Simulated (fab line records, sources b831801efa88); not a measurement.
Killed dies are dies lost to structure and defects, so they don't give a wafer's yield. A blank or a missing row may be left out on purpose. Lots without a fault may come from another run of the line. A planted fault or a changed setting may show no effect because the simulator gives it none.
Chamber matching | flow gf180mcu | GF_V5_CMP_04 on cmp-01: 4 sister chambers
The step polishes SiO2. 8 wafers are shown with their chamber, then 8 later ones without.

WAFERS WITH THEIR CHAMBER
wafer  | chamber | motor_current_A (A) | slurry_filter_dp_kPa (kPa)
L417.6 | 3       | 12.4                | 13.45
L419.1 | 1       | 12.2                | 13.56
L419.5 | 0       | 11.0                | 13.53
L418.1 | 1       | 12.4                | 13.46
L418.3 | 3       | 12.8                | 13.60
L420.2 | 0       | 10.9                | 13.73
L420.6 | 2       | 11.4                | 13.48
L427.2 | 2       | 11.4                | 13.38

WAFERS WITHOUT THEIR CHAMBER
wafer  | motor_current_A (A) | slurry_filter_dp_kPa (kPa)
L427.3 | 10.5                | 13.47
L427.4 | 11.9                | 13.74
L432.1 | 11.1                | 13.40
L432.4 | 11.3                | 13.58
L432.6 | 10.8                | 13.43
L434.1 | 12.4                | 13.56
L434.4 | 11.4                | 13.51
L434.6 | 12.5                | 13.76

WHICH CHAMBER EACH WENT THROUGH
wafer  | from the rows above          | in truth
L427.3 | 0                            | 0
L427.4 | can't be placed: 1 or 2 or 3 | 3
L432.1 | can't be placed: 2 or 0      | 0
L432.4 | can't be placed: 2 or 0      | 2
L432.6 | can't be placed: 0 or 2      | 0
L434.1 | can't be placed: 1 or 3      | 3
L434.4 | 2                            | 2
L434.6 | can't be placed: 3 or 1      | 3
Placed correctly: 2 of 8. Can't be placed from these rows: 6 (the true chamber is among the candidates in 6). Placed wrongly: 0.
How it was worked out, from the rows above alone: a wafer's distance from a chamber is the root of the sum, over the readings, of the square of ((its reading less the chamber's mean) divided by the reading's scatter). The wafer belongs to the nearest chamber; if the next one is less than 2 further off, it can't be placed. A chamber's mean is the mean of its shown wafers. The scatter: the root of (the sum of the squares of (reading less its chamber's mean) over the shown wafers, divided by (wafers less chambers)).
